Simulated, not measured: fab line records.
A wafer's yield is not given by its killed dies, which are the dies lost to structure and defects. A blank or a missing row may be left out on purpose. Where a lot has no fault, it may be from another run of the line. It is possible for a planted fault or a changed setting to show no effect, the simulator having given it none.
Which tool is to blame? -- flow gf180mcu -- 24 lots, 72 wafers sampled, at 6 steps of a route of 602

## WHAT EACH GAUGE READ, for each wafer
GF_M4_CD_MEAS_14: the cd target is 280 nm. Usual: cd-nm reads 279.9 nm (standard deviation 1.1).
lot,measured,on,cd-nm (nm),flag
L074,day 23 13:22,cd-sem-01,279.7 280.8 279.4,
L075,day 23 18:46,cd-sem-01,280.0 278.1 279.1,
L076,day 24 07:01,cd-sem-02,278.6 277.5 279.3,
L077,day 24 15:10,cd-sem-02,279.2 278.4 278.0,
L078,day 24 22:08,cd-sem-01,279.3 279.7 279.7,
L079,day 25 06:31,cd-sem-01,281.5 280.9 281.2,
L080,day 25 21:04,cd-sem-02,279.8 279.8 277.7,
L081,day 26 08:29,cd-sem-02,280.7 281.5 280.9,
L082,day 26 11:14,cd-sem-02,279.1 279.8 279.7,
L083,day 26 17:16,cd-sem-01,279.5 280.5 279.6,
L084,day 27 00:58,cd-sem-01,279.9 279.8 278.8,
L085,day 27 04:32,cd-sem-01,280.6 279.0 280.7,
L086,day 27 12:29,cd-sem-01,277.9 279.2 279.4,
L087,day 27 22:52,cd-sem-02,281.1 280.6 281.5,
L088,day 28 08:40,cd-sem-02,281.3 281.1 279.9,
L089,day 28 12:49,cd-sem-01,281.1 281.1 279.7,
L090,day 28 16:56,cd-sem-01,278.8 279.0 278.7,
L091,day 29 02:52,cd-sem-02,279.9 280.5 281.5,
L092,day 29 04:59,cd-sem-01,279.2 279.2 278.5,
L093,day 29 14:10,cd-sem-01,279.9 278.7 279.2,
L094,day 30 02:14,cd-sem-02,279.5 280.6 280.0,
L095,day 30 04:04,cd-sem-01,278.7 280.5 280.3,
L096,day 30 11:09,cd-sem-01,281.5 282.0 281.3,
L097,day 30 16:02,cd-sem-01,280.3 281.3 280.3,

GF_M5_CD_MEAS_07: the cd target is 280 nm. Usual: cd-nm reads 279.9 nm (standard deviation 1.1).
lot,measured,on,cd-nm (nm),flag
L074,day 26 09:50,cd-sem-01,279.6 281.6 279.1,
L075,day 26 15:35,cd-sem-02,278.7 278.4 277.8,
L076,day 27 03:01,cd-sem-01,280.2 280.0 279.8,
L077,day 27 10:11,cd-sem-01,280.2 280.9 281.4,
L078,day 27 18:05,cd-sem-01,280.7 280.5 280.7,
L079,day 27 23:13,cd-sem-02,280.3 281.0 279.1,
L080,day 28 14:40,cd-sem-01,280.1 280.7 281.4,
L081,day 29 00:52,cd-sem-02,280.9 281.3 281.4,
L082,day 29 02:32,cd-sem-01,280.5 281.0 281.0,
L083,day 29 08:46,cd-sem-02,278.9 278.9 278.3,
L084,day 29 18:31,cd-sem-02,278.7 278.6 278.7,
L085,day 29 19:34,cd-sem-01,279.8 280.5 279.5,
L086,day 30 00:56,cd-sem-01,282.0 280.2 282.2,
L087,day 30 11:59,cd-sem-02,279.3 280.1 279.3,
L088,day 30 20:40,cd-sem-01,279.7 278.4 279.3,
L089,day 31 00:48,cd-sem-02,281.2 279.8 280.4,
L090,day 31 03:44,cd-sem-01,280.6 280.5 281.5,
L091,day 31 14:43,cd-sem-01,279.7 280.4 279.5,
L092,day 31 15:41,cd-sem-02,279.2 278.5 277.4,
L093,day 31 23:49,cd-sem-01,279.9 281.0 280.4,
L094,day 32 10:43,cd-sem-02,281.5 280.8 281.3,
L095,day 32 12:04,cd-sem-01,279.3 281.1 278.7,
L096,day 32 19:17,cd-sem-02,277.7 278.7 278.5,
L097,day 32 23:28,cd-sem-01,279.4 278.9 280.6,

GF_PASSIVATION_BOW_MEAS_14. Usual: PASSIVATION_BOW typically reads 131 um, with standard deviation 13.
lot,measured,on,PASSIVATION_BOW (um),flag
L074,day 29 04:01,film-metro-01,123 119 138,
L075,day 29 08:56,film-metro-03,151 147 152,
L076,day 29 20:28,film-metro-04,118 133 125,
L077,day 30 01:52,film-metro-04,112 121 116,
L078,day 30 10:35,film-metro-01,119 112 112,
L079,day 30 14:14,film-metro-01,140 135 138,
L080,day 31 03:44,film-metro-01,131 127 129,
L081,day 31 14:30,film-metro-03,137 142 147,
L082,day 31 16:15,film-metro-03,128 125 126,
L083,day 31 20:35,film-metro-03,131 151 153,
L084,day 32 05:59,film-metro-03,134 120 134,
L085,day 32 07:59,film-metro-03,127 135 134,
L086,day 32 11:49,film-metro-03,117 114 111,
L087,day 32 22:17,film-metro-03,152 147 158,
L088,day 33 06:11,film-metro-01,116 118 113,
L089,day 33 09:52,film-metro-03,127 116 123,
L090,day 33 11:52,film-metro-03,121 141 133,
L091,day 33 21:41,film-metro-01,116 134 128,
L092,day 33 22:33,film-metro-04,137 130 147,
L093,day 34 06:02,film-metro-03,135 138 143,
L094,day 34 15:40,film-metro-01,126 139 142,
L095,day 34 16:05,film-metro-01,140 130 132,
L096,day 35 00:03,film-metro-04,129 141 125,
L097,day 35 03:04,film-metro-03,148 155 143,

## WHAT TOOL EACH LOT RAN ON (gives the tool, then ch and the chambers of the sampled wafers, and finally the start)
lot,GF_V3_STRIP_18,GF_V4_ETCH_17,GF_PASSIVATION_CVD_00
L074,"plasma-asher-01 ch 0,1, day 22 13:33","rie-diel-03 ch 0,2,3, day 26 09:50 or earlier","pecvd-04 ch 0,1,2, day 28 06:40"
L075,"plasma-asher-01 ch 0,1, day 22 19:13","rie-diel-02 ch 0,2,3, day 26 15:35 or earlier","pecvd-01 ch 0,2, day 28 11:56"
L076,"plasma-asher-02 ch 0,1, day 23 07:06","rie-diel-04 ch 0,3, day 27 03:01 or earlier","pecvd-01 ch 0,1,2, day 28 22:57"
L077,"plasma-asher-01 ch 0,1, day 23 15:25","rie-diel-02 ch 0,1, day 27 10:11 or earlier","pecvd-01 ch 0,1,2, day 29 04:37"
L078,"plasma-asher-04 ch 0,1, day 23 22:21","rie-diel-04 ch 0,2, day 27 18:05 or earlier","pecvd-01 ch 0,1,2, day 29 13:13"
L079,"plasma-asher-04 ch 0,1, day 24 06:57","rie-diel-03 ch 2,3, day 27 23:13 or earlier","pecvd-03 ch 0,2, day 29 17:12"
L080,"plasma-asher-04 ch 0,1, day 24 22:03","rie-diel-02 ch 0,1,2, day 28 14:40 or earlier","pecvd-01 ch 0,1,2, day 30 08:18"
L081,"plasma-asher-01 ch 0,1, day 25 10:27","rie-diel-03 ch 0,1,3, day 29 00:52 or earlier","pecvd-03 ch 0,1,2, day 30 17:59"
L082,"plasma-asher-02 ch 0,1, day 25 13:18","rie-diel-03 ch 1,3, day 29 02:32 or earlier","pecvd-01 ch 1,2, day 30 19:50"
L083,"plasma-asher-01 ch 0,1, day 25 18:48","rie-diel-02 ch 0,1,3, day 29 08:46 or earlier","pecvd-03 ch 1,2, day 31 01:16"
L084,"plasma-asher-01 ch 0,1, day 26 02:09","rie-diel-02 ch 1,2,3, day 29 18:31 or earlier","pecvd-03 ch 0,1,2, day 31 10:51"
L085,"plasma-asher-02 ch 0,1, day 26 06:27","rie-diel-03 ch 0,3, day 29 19:34 or earlier","pecvd-04 ch 0,2, day 31 12:02"
L086,"plasma-asher-04 ch 0,1, day 26 14:54","rie-diel-04 ch 1,2, day 30 00:56 or earlier","pecvd-03 ch 0,1, day 31 16:45"
L087,"plasma-asher-01 ch 0,1, day 27 01:54","rie-diel-04 ch 0,1,3, day 30 11:59 or earlier","pecvd-04 ch 0,1,2, day 32 03:44"
L088,"plasma-asher-02 ch 0,1, day 27 11:30","rie-diel-02 ch 0,3, day 30 20:40 or earlier","pecvd-04 ch 0,1,2, day 32 12:10"
L089,"plasma-asher-02 ch 0,1, day 27 15:38","rie-diel-03 ch 2,3, day 31 00:48 or earlier","pecvd-04 ch 0,1,2, day 32 15:20"
L090,"plasma-asher-02 ch 0,1, day 27 19:45","rie-diel-04 ch 0,1,2, day 31 03:44 or earlier","pecvd-01 ch 0,1, day 32 17:45"
L091,"plasma-asher-02 ch 0,1, day 28 06:27","rie-diel-02 ch 1,2, day 31 14:43 or earlier","pecvd-01 ch 0,1, day 33 03:38"
L092,"plasma-asher-04 ch 0,1, day 28 07:51","rie-diel-02 ch 0,1,2, day 31 15:41 or earlier","pecvd-04 ch 0,1, day 33 04:17"
L093,"plasma-asher-04 ch 0,1, day 28 17:27","rie-diel-04 ch 0,2,3, day 31 23:49 or earlier","pecvd-03 ch 1,2, day 33 12:27"
L094,"plasma-asher-02 ch 0,1, day 29 06:13","rie-diel-03 ch 1,3, day 32 10:43 or earlier","pecvd-01 ch 0,1, day 33 22:28"
L095,"plasma-asher-01 ch 0,1, day 29 07:00","rie-diel-02 ch 0,1,2, day 32 12:04 or earlier","pecvd-03 ch 0,1,2, day 33 23:05"
L096,"plasma-asher-02 ch 0,1, day 29 15:04","rie-diel-03 ch 1,2,3, day 32 19:17 or earlier","pecvd-03 ch 0,1,2, day 34 07:00"
L097,"plasma-asher-02 ch 0,1, day 29 20:48","rie-diel-03 ch 2,3, day 32 23:28 or earlier","pecvd-04 ch 0,1,2, day 34 10:13"
- GF_V3_STRIP_18: strips in O2/N2.
- GF_V4_ETCH_17: etches SiO2 in C4F8/O2/Ar, stops on TiN, target depth 630 nm.
- GF_PASSIVATION_CVD_00: deposits SiO2 from TEOS, target thk 1000 nm, time 111.95 s.

## AS READ BY THE TOOLS THEMSELVES (means over the sampled wafers that have a number; for cases with no such wafer, the mark the record gives instead)
GF_V3_STRIP_18. Usual: drypump-motor-current-A 5.6 A, standard deviation 0.62; heater-power-w 344 W, standard deviation 18; oes-product-au 0.593 a.u., standard deviation 0.0053.
lot,tool,drypump-motor-current-A (A),heater-power-w (W),oes-product-au (a.u.),flag
L074,plasma-asher-01,6.1,369,0.596,
L075,plasma-asher-01,5.7,364,0.591,
L076,plasma-asher-02,5.4,338,0.591,
L077,plasma-asher-01,5.7,359,0.590,
L078,plasma-asher-04,5.4,337,0.593,
L079,plasma-asher-04,6.0,334,0.585,
L080,plasma-asher-04,6.0,326,0.593,
L081,plasma-asher-01,6.1,364,0.593,
L082,plasma-asher-02,5.4,332,0.596,
L083,plasma-asher-01,5.7,361,0.592,
L084,plasma-asher-01,5.7,366,0.591,
L085,plasma-asher-02,5.4,333,0.593,
L086,plasma-asher-04,5.5,339,0.592,
L087,plasma-asher-01,5.7,360,0.592,
L088,plasma-asher-02,5.3,340,0.594,
L089,plasma-asher-02,5.3,335,0.593,
L090,plasma-asher-02,5.3,338,0.595,
L091,plasma-asher-02,5.4,332,0.594,
L092,plasma-asher-04,5.4,339,0.594,
L093,plasma-asher-04,5.5,337,0.597,
L094,plasma-asher-02,5.3,336,0.594,
L095,plasma-asher-01,6.1,367,0.593,
L096,plasma-asher-02,5.4,335,0.588,
L097,plasma-asher-02,5.4,334,0.596,

GF_V4_ETCH_17. Usual: oes-product-au 0.855 a.u., standard deviation 0.0047; rf-fwd-power-W 1492 W, standard deviation 4.8.
lot,tool,oes-product-au (a.u.),rf-fwd-power-W (W),flag
L074,rie-diel-03,0.859,1491,
L075,rie-diel-02,0.854,1492,
L076,rie-diel-04,0.850,1490,
L077,rie-diel-02,0.853,1491,
L078,rie-diel-04,0.859,1487,
L079,rie-diel-03,0.855,1491,
L080,rie-diel-02,0.856,1491,
L081,rie-diel-03,0.849,1488,
L082,rie-diel-03,0.850,1497,
L083,rie-diel-02,0.853,1499,
L084,rie-diel-02,0.860,1497,
L085,rie-diel-03,0.852,1493,
L086,rie-diel-04,0.854,1487,
L087,rie-diel-04,0.856,1490,
L088,rie-diel-02,0.852,1493,
L089,rie-diel-03,0.855,1492,
L090,rie-diel-04,0.854,1495,
L091,rie-diel-02,0.858,1492,
L092,rie-diel-02,0.854,1490,
L093,rie-diel-04,0.852,1492,
L094,rie-diel-03,0.861,1491,
L095,rie-diel-02,0.858,1489,
L096,rie-diel-03,0.853,1491,
L097,rie-diel-03,0.856,1489,

GF_PASSIVATION_CVD_00. Usual: heater-power-w 634 W, standard deviation 96; rf-fwd-power-W 595.8 W, standard deviation 2.1.
lot,tool,heater-power-w (W),rf-fwd-power-W (W),flag
L074,pecvd-04,578,595.5,
L075,pecvd-01,743,597.6,
L076,pecvd-01,713,596.9,
L077,pecvd-01,697,596.0,
L078,pecvd-01,719,596.7,
L079,pecvd-03,652,596.3,
L080,pecvd-01,747,594.5,
L081,pecvd-03,661,594.2,
L082,pecvd-01,740,596.9,
L083,pecvd-03,550,595.3,
L084,pecvd-03,634,597.4,
L085,pecvd-04,546,597.2,
L086,pecvd-03,538,597.4,
L087,pecvd-04,562,598.1,
L088,pecvd-04,528,595.5,
L089,pecvd-04,551,595.0,
L090,pecvd-01,661,595.6,
L091,pecvd-01,669,595.8,
L092,pecvd-04,546,596.2,
L093,pecvd-03,614,594.7,
L094,pecvd-01,663,594.9,
L095,pecvd-03,610,596.2,
L096,pecvd-03,632,594.6,
L097,pecvd-04,548,596.5,

## THE ANSWER, worked out from the rows above alone
Rule: take the mean of a lot's wafers that have a number; if it is more than 3 standard deviations from the usual mean, the lot is off. Also off: a lot with no number at a reading for which 4 or more lots have one. All remaining lots with rows at the step are treated as sound. First the gauges in route order, then the tools' own readings, where a lot's mean is used as printed above. The first step at which some lot is off is used, and at that step the reading that is off furthest; a lot without a number counts as furthest.
Across all readings shown, no lot is off: no conclusion can be drawn from this.

## WHAT THE SIMULATOR PUT IN
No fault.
